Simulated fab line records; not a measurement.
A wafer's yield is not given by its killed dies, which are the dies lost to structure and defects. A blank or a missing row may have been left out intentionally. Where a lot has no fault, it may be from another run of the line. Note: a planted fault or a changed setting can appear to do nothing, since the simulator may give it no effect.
Which of the tools did it? || flow sky130 || Sampling: 24 lots, 72 wafers, 6 of 708 route steps

== WHAT EACH GAUGE READ, for each wafer ==
SKY_SD_N_RS_MEAS_17: measurement is done with a four-point probe. Usual: for SD_P_RS the level is 147.1 ohm/sq and the standard deviation is 0.42.
{"lot": "L074", "measured": "day 27 16:52", "on": "film-metro-03", "SD_P_RS (ohm/sq)": "147.3 147.1 147.2", "flag": ""}
{"lot": "L076", "measured": "day 28 18:05", "on": "film-metro-01", "SD_P_RS (ohm/sq)": "147.3 147.6 147.8", "flag": ""}
{"lot": "L075", "measured": "day 28 20:59", "on": "film-metro-01", "SD_P_RS (ohm/sq)": "147.3 147.1 146.9", "flag": ""}
{"lot": "L077", "measured": "day 29 01:49", "on": "film-metro-02", "SD_P_RS (ohm/sq)": "148.1 147.3 147.5", "flag": ""}
{"lot": "L078", "measured": "day 29 02:36", "on": "film-metro-02", "SD_P_RS (ohm/sq)": "147.6 147.2 147.7", "flag": ""}
{"lot": "L079", "measured": "day 29 17:53", "on": "film-metro-02", "SD_P_RS (ohm/sq)": "146.5 146.4 146.4", "flag": ""}
{"lot": "L080", "measured": "day 30 05:32", "on": "film-metro-03", "SD_P_RS (ohm/sq)": "146.7 147.2 146.4", "flag": ""}
{"lot": "L081", "measured": "day 30 12:49", "on": "film-metro-02", "SD_P_RS (ohm/sq)": "146.8 146.8 146.9", "flag": ""}
{"lot": "L082", "measured": "day 30 18:40", "on": "film-metro-01", "SD_P_RS (ohm/sq)": "147.3 147.3 146.9", "flag": ""}
{"lot": "L083", "measured": "day 31 07:25", "on": "film-metro-03", "SD_P_RS (ohm/sq)": "146.3 146.7 146.8", "flag": ""}
{"lot": "L084", "measured": "day 31 13:11", "on": "film-metro-03", "SD_P_RS (ohm/sq)": "146.8 146.4 146.4", "flag": ""}
{"lot": "L085", "measured": "day 32 03:03", "on": "film-metro-01", "SD_P_RS (ohm/sq)": "147.4 147.4 147.0", "flag": ""}
{"lot": "L086", "measured": "day 32 10:41", "on": "film-metro-03", "SD_P_RS (ohm/sq)": "146.8 146.8 147.1", "flag": ""}
{"lot": "L087", "measured": "day 32 12:43", "on": "film-metro-01", "SD_P_RS (ohm/sq)": "147.1 146.9 147.4", "flag": ""}
{"lot": "L088", "measured": "day 32 20:07", "on": "film-metro-01", "SD_P_RS (ohm/sq)": "147.9 147.9 147.3", "flag": ""}
{"lot": "L089", "measured": "day 32 23:26", "on": "film-metro-03", "SD_P_RS (ohm/sq)": "147.1 147.4 147.1", "flag": ""}
{"lot": "L090", "measured": "day 33 10:40", "on": "film-metro-02", "SD_P_RS (ohm/sq)": "147.3 147.2 147.3", "flag": ""}
{"lot": "L092", "measured": "day 33 19:44", "on": "film-metro-03", "SD_P_RS (ohm/sq)": "146.3 146.6 146.8", "flag": ""}
{"lot": "L091", "measured": "day 34 00:14", "on": "film-metro-03", "SD_P_RS (ohm/sq)": "147.1 146.8 147.0", "flag": ""}
{"lot": "L093", "measured": "day 34 16:02", "on": "film-metro-02", "SD_P_RS (ohm/sq)": "147.0 146.8 146.5", "flag": ""}
{"lot": "L095", "measured": "day 34 16:53", "on": "film-metro-03", "SD_P_RS (ohm/sq)": "147.8 147.2 147.7", "flag": ""}
{"lot": "L094", "measured": "day 35 02:17", "on": "film-metro-03", "SD_P_RS (ohm/sq)": "147.1 146.8 146.7", "flag": ""}
{"lot": "L096", "measured": "day 35 08:42", "on": "film-metro-03", "SD_P_RS (ohm/sq)": "147.4 147.5 147.1", "flag": ""}
{"lot": "L097", "measured": "day 35 12:09", "on": "film-metro-03", "SD_P_RS (ohm/sq)": "147.1 147.0 146.9", "flag": ""}

SKY_LI_CONTACT_THK_MEAS_01. Usual: for LI_CONTACT_HDPCVD_THK the level is 930 nm and the standard deviation is 12.
{"lot": "L074", "measured": "day 27 17:12", "on": "film-metro-03", "LI_CONTACT_HDPCVD_THK (nm)": "946 943 937", "flag": ""}
{"lot": "L076", "measured": "day 28 18:26", "on": "film-metro-03", "LI_CONTACT_HDPCVD_THK (nm)": "944 946 945", "flag": ""}
{"lot": "L075", "measured": "day 28 21:20", "on": "film-metro-03", "LI_CONTACT_HDPCVD_THK (nm)": "917 903 918", "flag": ""}
{"lot": "L077", "measured": "day 29 02:10", "on": "film-metro-01", "LI_CONTACT_HDPCVD_THK (nm)": "944 931 933", "flag": ""}
{"lot": "L078", "measured": "day 29 02:58", "on": "film-metro-02", "LI_CONTACT_HDPCVD_THK (nm)": "932 911 928", "flag": ""}
{"lot": "L079", "measured": "day 29 18:16", "on": "film-metro-01", "LI_CONTACT_HDPCVD_THK (nm)": "914 930 918", "flag": ""}
{"lot": "L080", "measured": "day 30 05:54", "on": "film-metro-02", "LI_CONTACT_HDPCVD_THK (nm)": "918 920 911", "flag": ""}
{"lot": "L081", "measured": "day 30 13:10", "on": "film-metro-01", "LI_CONTACT_HDPCVD_THK (nm)": "916 912 915", "flag": ""}
{"lot": "L082", "measured": "day 30 19:01", "on": "film-metro-03", "LI_CONTACT_HDPCVD_THK (nm)": "953 940 953", "flag": ""}
{"lot": "L083", "measured": "day 31 07:46", "on": "film-metro-01", "LI_CONTACT_HDPCVD_THK (nm)": "926 918 933", "flag": ""}
{"lot": "L084", "measured": "day 31 13:32", "on": "film-metro-01", "LI_CONTACT_HDPCVD_THK (nm)": "927 923 933", "flag": ""}
{"lot": "L085", "measured": "day 32 03:23", "on": "film-metro-03", "LI_CONTACT_HDPCVD_THK (nm)": "951 949 937", "flag": ""}
{"lot": "L086", "measured": "day 32 11:01", "on": "film-metro-02", "LI_CONTACT_HDPCVD_THK (nm)": "921 922 925", "flag": ""}
{"lot": "L087", "measured": "day 32 13:04", "on": "film-metro-02", "LI_CONTACT_HDPCVD_THK (nm)": "925 922 919", "flag": ""}
{"lot": "L088", "measured": "day 32 20:28", "on": "film-metro-02", "LI_CONTACT_HDPCVD_THK (nm)": "938 929 949", "flag": ""}
{"lot": "L089", "measured": "day 32 23:48", "on": "film-metro-02", "LI_CONTACT_HDPCVD_THK (nm)": "929 922 935", "flag": ""}
{"lot": "L090", "measured": "day 33 11:04", "on": "film-metro-03", "LI_CONTACT_HDPCVD_THK (nm)": "927 933 925", "flag": ""}
{"lot": "L092", "measured": "day 33 20:06", "on": "film-metro-03", "LI_CONTACT_HDPCVD_THK (nm)": "933 936 928", "flag": ""}
{"lot": "L091", "measured": "day 34 00:36", "on": "film-metro-02", "LI_CONTACT_HDPCVD_THK (nm)": "929 929 920", "flag": ""}
{"lot": "L093", "measured": "day 34 16:23", "on": "film-metro-03", "LI_CONTACT_HDPCVD_THK (nm)": "945 935 932", "flag": ""}
{"lot": "L095", "measured": "day 34 17:15", "on": "film-metro-02", "LI_CONTACT_HDPCVD_THK (nm)": "915 923 912", "flag": ""}
{"lot": "L094", "measured": "day 35 02:38", "on": "film-metro-02", "LI_CONTACT_HDPCVD_THK (nm)": "929 931 925", "flag": ""}
{"lot": "L096", "measured": "day 35 09:04", "on": "film-metro-01", "LI_CONTACT_HDPCVD_THK (nm)": "917 921 923", "flag": ""}
{"lot": "L097", "measured": "day 35 12:31", "on": "film-metro-01", "LI_CONTACT_HDPCVD_THK (nm)": "934 922 945", "flag": ""}

SKY_CONTACT_RS_MEAS_25: measurement is done with a four-point probe. Usual: for CONTACT_W_RS the level is 0.336 ohm/sq and the standard deviation is 0.0041.
{"lot": "L074", "measured": "day 31 10:49", "on": "film-metro-03", "CONTACT_W_RS (ohm/sq)": "0.338 0.338 0.343", "flag": ""}
{"lot": "L076", "measured": "day 32 09:47", "on": "film-metro-03", "CONTACT_W_RS (ohm/sq)": "0.335 0.329 0.337", "flag": ""}
{"lot": "L075", "measured": "day 32 12:44", "on": "film-metro-02", "CONTACT_W_RS (ohm/sq)": "0.338 0.330 0.338", "flag": ""}
{"lot": "L077", "measured": "day 32 16:23", "on": "film-metro-04", "CONTACT_W_RS (ohm/sq)": "0.338 0.333 0.332", "flag": ""}
{"lot": "L078", "measured": "day 32 17:57", "on": "film-metro-02", "CONTACT_W_RS (ohm/sq)": "0.337 0.333 0.335", "flag": ""}
{"lot": "L079", "measured": "day 33 08:55", "on": "film-metro-04", "CONTACT_W_RS (ohm/sq)": "0.335 0.335 0.344", "flag": ""}
{"lot": "L080", "measured": "day 33 19:47", "on": "film-metro-04", "CONTACT_W_RS (ohm/sq)": "0.338 0.339 0.338", "flag": ""}
{"lot": "L081", "measured": "day 34 02:32", "on": "film-metro-02", "CONTACT_W_RS (ohm/sq)": "0.337 0.333 0.341", "flag": ""}
{"lot": "L082", "measured": "day 34 07:53", "on": "film-metro-03", "CONTACT_W_RS (ohm/sq)": "0.336 0.344 0.339", "flag": ""}
{"lot": "L083", "measured": "day 34 20:45", "on": "film-metro-02", "CONTACT_W_RS (ohm/sq)": "0.336 0.329 0.330", "flag": ""}
{"lot": "L084", "measured": "day 35 02:18", "on": "film-metro-04", "CONTACT_W_RS (ohm/sq)": "0.338 0.338 0.335", "flag": ""}
{"lot": "L085", "measured": "day 35 15:22", "on": "film-metro-04", "CONTACT_W_RS (ohm/sq)": "0.334 0.337 0.334", "flag": ""}
{"lot": "L086", "measured": "day 35 23:38", "on": "film-metro-02", "CONTACT_W_RS (ohm/sq)": "0.338 0.347 0.343", "flag": ""}
{"lot": "L087", "measured": "day 36 00:52", "on": "film-metro-03", "CONTACT_W_RS (ohm/sq)": "0.334 0.331 0.332", "flag": ""}
{"lot": "L088", "measured": "day 36 09:19", "on": "film-metro-03", "CONTACT_W_RS (ohm/sq)": "0.338 0.336 0.338", "flag": ""}
{"lot": "L089", "measured": "day 36 11:42", "on": "film-metro-04", "CONTACT_W_RS (ohm/sq)": "0.337 0.328 0.332", "flag": ""}
{"lot": "L090", "measured": "day 36 21:56", "on": "film-metro-02", "CONTACT_W_RS (ohm/sq)": "0.334 0.330 0.334", "flag": ""}
{"lot": "L092", "measured": "day 37 06:55", "on": "film-metro-03", "CONTACT_W_RS (ohm/sq)": "0.340 0.337 0.336", "flag": ""}
{"lot": "L091", "measured": "day 37 12:08", "on": "film-metro-04", "CONTACT_W_RS (ohm/sq)": "0.331 0.330 0.329", "flag": ""}
{"lot": "L093", "measured": "day 38 03:17", "on": "film-metro-03", "CONTACT_W_RS (ohm/sq)": "0.333 0.334 0.336", "flag": ""}
{"lot": "L095", "measured": "day 38 04:19", "on": "film-metro-04", "CONTACT_W_RS (ohm/sq)": "0.336 0.334 0.332", "flag": ""}
{"lot": "L094", "measured": "day 38 13:59", "on": "film-metro-04", "CONTACT_W_RS (ohm/sq)": "0.337 0.335 0.336", "flag": ""}
{"lot": "L096", "measured": "day 38 19:47", "on": "film-metro-03", "CONTACT_W_RS (ohm/sq)": "0.335 0.331 0.339", "flag": ""}
{"lot": "L097", "measured": "day 38 23:49", "on": "film-metro-02", "CONTACT_W_RS (ohm/sq)": "0.340 0.335 0.340", "flag": ""}

SKY_VIA3_BOW_MEAS_03. Usual: for VIA3_BOW the level is 77 um and the standard deviation is 8.3.
{"lot": "L074", "measured": "day 38 09:02", "on": "film-metro-02", "VIA3_BOW (um)": "74 84 73", "flag": ""}
{"lot": "L076", "measured": "day 39 05:07", "on": "film-metro-02", "VIA3_BOW (um)": "76 60 76", "flag": ""}
{"lot": "L075", "measured": "day 39 11:34", "on": "film-metro-02", "VIA3_BOW (um)": "84 78 95", "flag": ""}
{"lot": "L077", "measured": "day 39 14:30", "on": "film-metro-02", "VIA3_BOW (um)": "67 86 83", "flag": ""}
{"lot": "L078", "measured": "day 39 14:53", "on": "film-metro-03", "VIA3_BOW (um)": "90 98 85", "flag": ""}
{"lot": "L079", "measured": "day 40 05:22", "on": "film-metro-03", "VIA3_BOW (um)": "80 79 73", "flag": ""}
{"lot": "L080", "measured": "day 40 15:58", "on": "film-metro-01", "VIA3_BOW (um)": "72 81 78", "flag": ""}
{"lot": "L081", "measured": "day 40 21:50", "on": "film-metro-02", "VIA3_BOW (um)": "72 79 82", "flag": ""}
{"lot": "L082", "measured": "day 41 03:05", "on": "film-metro-01", "VIA3_BOW (um)": "82 74 79", "flag": ""}
{"lot": "L083", "measured": "day 41 13:37", "on": "film-metro-01", "VIA3_BOW (um)": "74 81 75", "flag": ""}
{"lot": "L084", "measured": "day 41 21:35", "on": "film-metro-01", "VIA3_BOW (um)": "80 78 75", "flag": ""}
{"lot": "L085", "measured": "day 42 06:26", "on": "film-metro-03", "VIA3_BOW (um)": "95 81 71", "flag": ""}
{"lot": "L086", "measured": "day 42 15:44", "on": "film-metro-01", "VIA3_BOW (um)": "84 81 78", "flag": ""}
{"lot": "L087", "measured": "day 42 15:23", "on": "film-metro-02", "VIA3_BOW (um)": "80 78 80", "flag": ""}
{"lot": "L088", "measured": "day 42 23:38", "on": "film-metro-02", "VIA3_BOW (um)": "67 56 60", "flag": ""}
{"lot": "L089", "measured": "day 43 01:45", "on": "film-metro-02", "VIA3_BOW (um)": "77 65 71", "flag": ""}
{"lot": "L090", "measured": "day 43 12:37", "on": "film-metro-01", "VIA3_BOW (um)": "80 71 80", "flag": ""}
{"lot": "L092", "measured": "day 43 18:57", "on": "film-metro-02", "VIA3_BOW (um)": "86 100 81", "flag": ""}
{"lot": "L091", "measured": "day 43 23:46", "on": "film-metro-03", "VIA3_BOW (um)": "98 102 88", "flag": ""}
{"lot": "L093", "measured": "day 44 10:59", "on": "film-metro-01", "VIA3_BOW (um)": "69 80 71", "flag": ""}
{"lot": "L095", "measured": "day 44 13:49", "on": "film-metro-02", "VIA3_BOW (um)": "75 72 70", "flag": ""}
{"lot": "L094", "measured": "day 44 20:40", "on": "film-metro-01", "VIA3_BOW (um)": "78 89 67", "flag": ""}
{"lot": "L096", "measured": "day 45 02:58", "on": "film-metro-03", "VIA3_BOW (um)": "74 73 86", "flag": ""}
{"lot": "L097", "measured": "day 45 05:33", "on": "film-metro-01", "VIA3_BOW (um)": "69 66 65", "flag": ""}

== EACH LOT AND THE TOOL THAT RAN IT (in order: tool; ch and the chambers of the sampled wafers; start) ==
{"lot": "L074", "SKY_SPACER_ETCHBACK_02": "rie-diel-01 ch 0,1, day 22 14:07", "SKY_CAPM_STRIP_14": "plasma-asher-04 ch 0,1, day 37 05:16"}
{"lot": "L076", "SKY_SPACER_ETCHBACK_02": "rie-diel-01 ch 0,1,2, day 23 20:26", "SKY_CAPM_STRIP_14": "plasma-asher-04 ch 0,1, day 38 01:35"}
{"lot": "L075", "SKY_SPACER_ETCHBACK_02": "rie-diel-02 ch 0,3, day 23 23:00", "SKY_CAPM_STRIP_14": "plasma-asher-04 ch 0,1, day 38 08:20"}
{"lot": "L077", "SKY_SPACER_ETCHBACK_02": "rie-diel-01 ch 0,1,2, day 24 04:20", "SKY_CAPM_STRIP_14": "plasma-asher-01 ch 0,1, day 38 11:28"}
{"lot": "L078", "SKY_SPACER_ETCHBACK_02": "rie-diel-02 ch 0,1,2, day 24 05:33", "SKY_CAPM_STRIP_14": "plasma-asher-04 ch 0,1, day 38 11:46"}
{"lot": "L079", "SKY_SPACER_ETCHBACK_02": "rie-diel-04 ch 1,3, day 24 21:08", "SKY_CAPM_STRIP_14": "plasma-asher-02 ch 0,1, day 39 01:46"}
{"lot": "L080", "SKY_SPACER_ETCHBACK_02": "rie-diel-01 ch 0,2, day 25 09:38", "SKY_CAPM_STRIP_14": "plasma-asher-01 ch 0,1, day 39 12:47"}
{"lot": "L081", "SKY_SPACER_ETCHBACK_02": "rie-diel-02 ch 2,3, day 25 18:07", "SKY_CAPM_STRIP_14": "plasma-asher-04 ch 1, day 39 19:04"}
{"lot": "L082", "SKY_SPACER_ETCHBACK_02": "rie-diel-01 ch 0,1,2, day 26 00:07", "SKY_CAPM_STRIP_14": "plasma-asher-04 ch 0,1, day 40 00:46"}
{"lot": "L083", "SKY_SPACER_ETCHBACK_02": "rie-diel-04 ch 1,3, day 26 12:50", "SKY_CAPM_STRIP_14": "plasma-asher-01 ch 0,1, day 40 12:13"}
{"lot": "L084", "SKY_SPACER_ETCHBACK_02": "rie-diel-01 ch 1,2,3, day 26 19:07", "SKY_CAPM_STRIP_14": "plasma-asher-02 ch 0,1, day 40 19:09"}
{"lot": "L085", "SKY_SPACER_ETCHBACK_02": "rie-diel-04 ch 1,2, day 27 09:31", "SKY_CAPM_STRIP_14": "plasma-asher-04 ch 0,1, day 41 04:49"}
{"lot": "L086", "SKY_SPACER_ETCHBACK_02": "rie-diel-01 ch 1,2, day 27 17:11", "SKY_CAPM_STRIP_14": "plasma-asher-02 ch 0,1, day 41 12:46"}
{"lot": "L087", "SKY_SPACER_ETCHBACK_02": "rie-diel-04 ch 1,2, day 27 19:58", "SKY_CAPM_STRIP_14": "plasma-asher-04 ch 0,1, day 41 13:02"}
{"lot": "L088", "SKY_SPACER_ETCHBACK_02": "rie-diel-04 ch 1,2,3, day 28 03:33", "SKY_CAPM_STRIP_14": "plasma-asher-01 ch 0,1, day 41 20:56"}
{"lot": "L089", "SKY_SPACER_ETCHBACK_02": "rie-diel-01 ch 1,2,3, day 28 06:07", "SKY_CAPM_STRIP_14": "plasma-asher-01 ch 0,1, day 41 23:44"}
{"lot": "L090", "SKY_SPACER_ETCHBACK_02": "rie-diel-01 ch 2,3, day 28 20:19", "SKY_CAPM_STRIP_14": "plasma-asher-04 ch 1, day 42 10:25"}
{"lot": "L092", "SKY_SPACER_ETCHBACK_02": "rie-diel-02 ch 0,1,2, day 29 05:47", "SKY_CAPM_STRIP_14": "plasma-asher-02 ch 0,1, day 42 17:19"}
{"lot": "L091", "SKY_SPACER_ETCHBACK_02": "rie-diel-02 ch 1,3, day 29 09:02", "SKY_CAPM_STRIP_14": "plasma-asher-02 ch 0,1, day 42 22:49"}
{"lot": "L093", "SKY_SPACER_ETCHBACK_02": "rie-diel-01 ch 0,1,3, day 30 04:16", "SKY_CAPM_STRIP_14": "plasma-asher-02 ch 0,1, day 43 10:50"}
{"lot": "L095", "SKY_SPACER_ETCHBACK_02": "rie-diel-04 ch 0,1,2, day 30 04:16", "SKY_CAPM_STRIP_14": "plasma-asher-04 ch 0,1, day 43 13:02"}
{"lot": "L094", "SKY_SPACER_ETCHBACK_02": "rie-diel-01 ch 1,3, day 30 13:00", "SKY_CAPM_STRIP_14": "plasma-asher-04 ch 0, day 43 20:28"}
{"lot": "L096", "SKY_SPACER_ETCHBACK_02": "rie-diel-01 ch 0,1, day 30 21:25", "SKY_CAPM_STRIP_14": "plasma-asher-04 ch 0,1, day 44 03:07"}
{"lot": "L097", "SKY_SPACER_ETCHBACK_02": "rie-diel-01 ch 0,1,2, day 31 01:02", "SKY_CAPM_STRIP_14": "plasma-asher-04 ch 0,1, day 44 04:50"}
- SKY_SPACER_ETCHBACK_02: etches Si3N4 in CH3F/O2, stops on SiO2, time 46.7 s, target depth 45 nm.
- SKY_CAPM_STRIP_14: strips in O2/N2.

== AS READ BY THE TOOLS THEMSELVES (means over the sampled wafers that have a number; for cases with no such wafer, the mark the record gives instead) ==
SKY_SPACER_ETCHBACK_02. Usual: ch3f-flow-sccm 40.02 sccm, standard deviation 0.13; drypump-motor-current-A 5.9 A, standard deviation 0.35; oes-product-au 0.852 a.u., standard deviation 0.0059; throttle-valve-pct 10.561 %, standard deviation 0.009.
{"lot": "L074", "tool": "rie-diel-01", "ch3f-flow-sccm (sccm)": 40.11, "drypump-motor-current-A (A)": 6.4, "oes-product-au (a.u.)": 0.860, "throttle-valve-pct (%)": 10.558, "flag": ""}
{"lot": "L076", "tool": "rie-diel-01", "ch3f-flow-sccm (sccm)": 40.12, "drypump-motor-current-A (A)": 6.1, "oes-product-au (a.u.)": 0.846, "throttle-valve-pct (%)": 10.557, "flag": ""}
{"lot": "L075", "tool": "rie-diel-02", "ch3f-flow-sccm (sccm)": 40.00, "drypump-motor-current-A (A)": 5.9, "oes-product-au (a.u.)": 0.858, "throttle-valve-pct (%)": 10.556, "flag": ""}
{"lot": "L077", "tool": "rie-diel-01", "ch3f-flow-sccm (sccm)": 39.93, "drypump-motor-current-A (A)": 6.1, "oes-product-au (a.u.)": 0.854, "throttle-valve-pct (%)": 10.559, "flag": ""}
{"lot": "L078", "tool": "rie-diel-02", "ch3f-flow-sccm (sccm)": 40.08, "drypump-motor-current-A (A)": 5.8, "oes-product-au (a.u.)": 0.852, "throttle-valve-pct (%)": 10.560, "flag": ""}
{"lot": "L079", "tool": "rie-diel-04", "ch3f-flow-sccm (sccm)": 40.05, "drypump-motor-current-A (A)": 5.8, "oes-product-au (a.u.)": 0.854, "throttle-valve-pct (%)": 10.562, "flag": ""}
{"lot": "L080", "tool": "rie-diel-01", "ch3f-flow-sccm (sccm)": 40.02, "drypump-motor-current-A (A)": 5.9, "oes-product-au (a.u.)": 0.850, "throttle-valve-pct (%)": 10.561, "flag": ""}
{"lot": "L081", "tool": "rie-diel-02", "ch3f-flow-sccm (sccm)": 40.04, "drypump-motor-current-A (A)": 5.5, "oes-product-au (a.u.)": 0.851, "throttle-valve-pct (%)": 10.552, "flag": ""}
{"lot": "L082", "tool": "rie-diel-01", "ch3f-flow-sccm (sccm)": 39.99, "drypump-motor-current-A (A)": 6.1, "oes-product-au (a.u.)": 0.851, "throttle-valve-pct (%)": 10.568, "flag": ""}
{"lot": "L083", "tool": "rie-diel-04", "ch3f-flow-sccm (sccm)": 39.90, "drypump-motor-current-A (A)": 5.8, "oes-product-au (a.u.)": 0.851, "throttle-valve-pct (%)": 10.564, "flag": ""}
{"lot": "L084", "tool": "rie-diel-01", "ch3f-flow-sccm (sccm)": 39.99, "drypump-motor-current-A (A)": 6.1, "oes-product-au (a.u.)": 0.849, "throttle-valve-pct (%)": 10.564, "flag": ""}
{"lot": "L085", "tool": "rie-diel-04", "ch3f-flow-sccm (sccm)": 40.00, "drypump-motor-current-A (A)": 5.7, "oes-product-au (a.u.)": 0.850, "throttle-valve-pct (%)": 10.568, "flag": ""}
{"lot": "L086", "tool": "rie-diel-01", "ch3f-flow-sccm (sccm)": 40.14, "drypump-motor-current-A (A)": 6.3, "oes-product-au (a.u.)": 0.853, "throttle-valve-pct (%)": 10.560, "flag": ""}
{"lot": "L087", "tool": "rie-diel-04", "ch3f-flow-sccm (sccm)": 40.03, "drypump-motor-current-A (A)": 5.7, "oes-product-au (a.u.)": 0.849, "throttle-valve-pct (%)": 10.557, "flag": ""}
{"lot": "L088", "tool": "rie-diel-04", "ch3f-flow-sccm (sccm)": 40.16, "drypump-motor-current-A (A)": 5.7, "oes-product-au (a.u.)": 0.846, "throttle-valve-pct (%)": 10.563, "flag": ""}
{"lot": "L089", "tool": "rie-diel-01", "ch3f-flow-sccm (sccm)": 40.03, "drypump-motor-current-A (A)": 6.1, "oes-product-au (a.u.)": 0.852, "throttle-valve-pct (%)": 10.549, "flag": ""}
{"lot": "L090", "tool": "rie-diel-01", "ch3f-flow-sccm (sccm)": 40.01, "drypump-motor-current-A (A)": 5.9, "oes-product-au (a.u.)": 0.852, "throttle-valve-pct (%)": 10.566, "flag": ""}
{"lot": "L092", "tool": "rie-diel-02", "ch3f-flow-sccm (sccm)": 39.92, "drypump-motor-current-A (A)": 5.7, "oes-product-au (a.u.)": 0.847, "throttle-valve-pct (%)": 10.574, "flag": ""}
{"lot": "L091", "tool": "rie-diel-02", "ch3f-flow-sccm (sccm)": 39.86, "drypump-motor-current-A (A)": 5.6, "oes-product-au (a.u.)": 0.855, "throttle-valve-pct (%)": 10.568, "flag": ""}
{"lot": "L093", "tool": "rie-diel-01", "ch3f-flow-sccm (sccm)": 40.00, "drypump-motor-current-A (A)": 6.2, "oes-product-au (a.u.)": 0.853, "throttle-valve-pct (%)": 10.563, "flag": ""}
{"lot": "L095", "tool": "rie-diel-04", "ch3f-flow-sccm (sccm)": 39.99, "drypump-motor-current-A (A)": 5.7, "oes-product-au (a.u.)": 0.849, "throttle-valve-pct (%)": 10.571, "flag": ""}
{"lot": "L094", "tool": "rie-diel-01", "ch3f-flow-sccm (sccm)": 39.85, "drypump-motor-current-A (A)": 6.2, "oes-product-au (a.u.)": 0.862, "throttle-valve-pct (%)": 10.566, "flag": ""}
{"lot": "L096", "tool": "rie-diel-01", "ch3f-flow-sccm (sccm)": 40.05, "drypump-motor-current-A (A)": 6.4, "oes-product-au (a.u.)": 0.849, "throttle-valve-pct (%)": 10.553, "flag": ""}
{"lot": "L097", "tool": "rie-diel-01", "ch3f-flow-sccm (sccm)": 40.10, "drypump-motor-current-A (A)": 6.1, "oes-product-au (a.u.)": 0.857, "throttle-valve-pct (%)": 10.569, "flag": ""}

SKY_CAPM_STRIP_14. Usual: drypump-motor-current-A 5.6 A, standard deviation 0.4; oes-product-au 0.710 a.u., standard deviation 0.0048; strip-time-to-endpoint-s 12.67 s, standard deviation 0.054.
{"lot": "L074", "tool": "plasma-asher-04", "drypump-motor-current-A (A)": 5.3, "oes-product-au (a.u.)": 0.716, "strip-time-to-endpoint-s (s)": 12.70, "flag": ""}
{"lot": "L076", "tool": "plasma-asher-04", "drypump-motor-current-A (A)": 5.5, "oes-product-au (a.u.)": 0.708, "strip-time-to-endpoint-s (s)": 12.67, "flag": ""}
{"lot": "L075", "tool": "plasma-asher-04", "drypump-motor-current-A (A)": 5.3, "oes-product-au (a.u.)": 0.713, "strip-time-to-endpoint-s (s)": 12.62, "flag": ""}
{"lot": "L077", "tool": "plasma-asher-01", "drypump-motor-current-A (A)": 6.0, "oes-product-au (a.u.)": 0.713, "strip-time-to-endpoint-s (s)": 12.66, "flag": ""}
{"lot": "L078", "tool": "plasma-asher-04", "drypump-motor-current-A (A)": 5.3, "oes-product-au (a.u.)": 0.710, "strip-time-to-endpoint-s (s)": 12.60, "flag": ""}
{"lot": "L079", "tool": "plasma-asher-02", "drypump-motor-current-A (A)": 5.7, "oes-product-au (a.u.)": 0.706, "strip-time-to-endpoint-s (s)": 12.59, "flag": ""}
{"lot": "L080", "tool": "plasma-asher-01", "drypump-motor-current-A (A)": 6.0, "oes-product-au (a.u.)": 0.708, "strip-time-to-endpoint-s (s)": 12.70, "flag": ""}
{"lot": "L081", "tool": "plasma-asher-04", "drypump-motor-current-A (A)": 5.1, "oes-product-au (a.u.)": 0.712, "strip-time-to-endpoint-s (s)": 12.71, "flag": ""}
{"lot": "L082", "tool": "plasma-asher-04", "drypump-motor-current-A (A)": 5.6, "oes-product-au (a.u.)": 0.711, "strip-time-to-endpoint-s (s)": 12.67, "flag": ""}
{"lot": "L083", "tool": "plasma-asher-01", "drypump-motor-current-A (A)": 6.0, "oes-product-au (a.u.)": 0.708, "strip-time-to-endpoint-s (s)": 12.63, "flag": ""}
{"lot": "L084", "tool": "plasma-asher-02", "drypump-motor-current-A (A)": 5.7, "oes-product-au (a.u.)": 0.711, "strip-time-to-endpoint-s (s)": 12.63, "flag": ""}
{"lot": "L085", "tool": "plasma-asher-04", "drypump-motor-current-A (A)": 5.3, "oes-product-au (a.u.)": 0.709, "strip-time-to-endpoint-s (s)": 12.65, "flag": ""}
{"lot": "L086", "tool": "plasma-asher-02", "drypump-motor-current-A (A)": 5.7, "oes-product-au (a.u.)": 0.710, "strip-time-to-endpoint-s (s)": 12.68, "flag": ""}
{"lot": "L087", "tool": "plasma-asher-04", "drypump-motor-current-A (A)": 5.6, "oes-product-au (a.u.)": 0.709, "strip-time-to-endpoint-s (s)": 12.74, "flag": ""}
{"lot": "L088", "tool": "plasma-asher-01", "drypump-motor-current-A (A)": 5.6, "oes-product-au (a.u.)": 0.706, "strip-time-to-endpoint-s (s)": 12.67, "flag": ""}
{"lot": "L089", "tool": "plasma-asher-01", "drypump-motor-current-A (A)": 5.6, "oes-product-au (a.u.)": 0.714, "strip-time-to-endpoint-s (s)": 12.69, "flag": ""}
{"lot": "L090", "tool": "plasma-asher-04", "drypump-motor-current-A (A)": 5.1, "oes-product-au (a.u.)": 0.708, "strip-time-to-endpoint-s (s)": 12.57, "flag": ""}
{"lot": "L092", "tool": "plasma-asher-02", "drypump-motor-current-A (A)": 5.5, "oes-product-au (a.u.)": 0.709, "strip-time-to-endpoint-s (s)": 12.61, "flag": ""}
{"lot": "L091", "tool": "plasma-asher-02", "drypump-motor-current-A (A)": 5.5, "oes-product-au (a.u.)": 0.713, "strip-time-to-endpoint-s (s)": 12.69, "flag": ""}
{"lot": "L093", "tool": "plasma-asher-02", "drypump-motor-current-A (A)": 5.7, "oes-product-au (a.u.)": 0.708, "strip-time-to-endpoint-s (s)": 12.62, "flag": ""}
{"lot": "L095", "tool": "plasma-asher-04", "drypump-motor-current-A (A)": 5.6, "oes-product-au (a.u.)": 0.710, "strip-time-to-endpoint-s (s)": 12.65, "flag": ""}
{"lot": "L094", "tool": "plasma-asher-04", "drypump-motor-current-A (A)": 5.7, "oes-product-au (a.u.)": 0.710, "strip-time-to-endpoint-s (s)": 12.69, "flag": ""}
{"lot": "L096", "tool": "plasma-asher-04", "drypump-motor-current-A (A)": 5.3, "oes-product-au (a.u.)": 0.707, "strip-time-to-endpoint-s (s)": 12.66, "flag": ""}
{"lot": "L097", "tool": "plasma-asher-04", "drypump-motor-current-A (A)": 5.3, "oes-product-au (a.u.)": 0.714, "strip-time-to-endpoint-s (s)": 12.73, "flag": ""}

== THE ANSWER, worked out from the rows above alone ==
Rule: take the mean of a lot's wafers that have a number; if it is more than 3 standard deviations from the usual mean, the lot is off. A lot without any number at a reading at which 4 lots or more have one is off too. The other lots that the step has rows for count as sound. After the gauges, taken in route order, come the tools' own readings; for these a lot's mean is taken, as printed above. The first step at which some lot is off is used, and at that step the reading that is off furthest; a lot without a number counts as furthest.
No lot is off on any of the readings shown, so nothing can be concluded from this.

== WHAT THE SIMULATOR PUT IN ==
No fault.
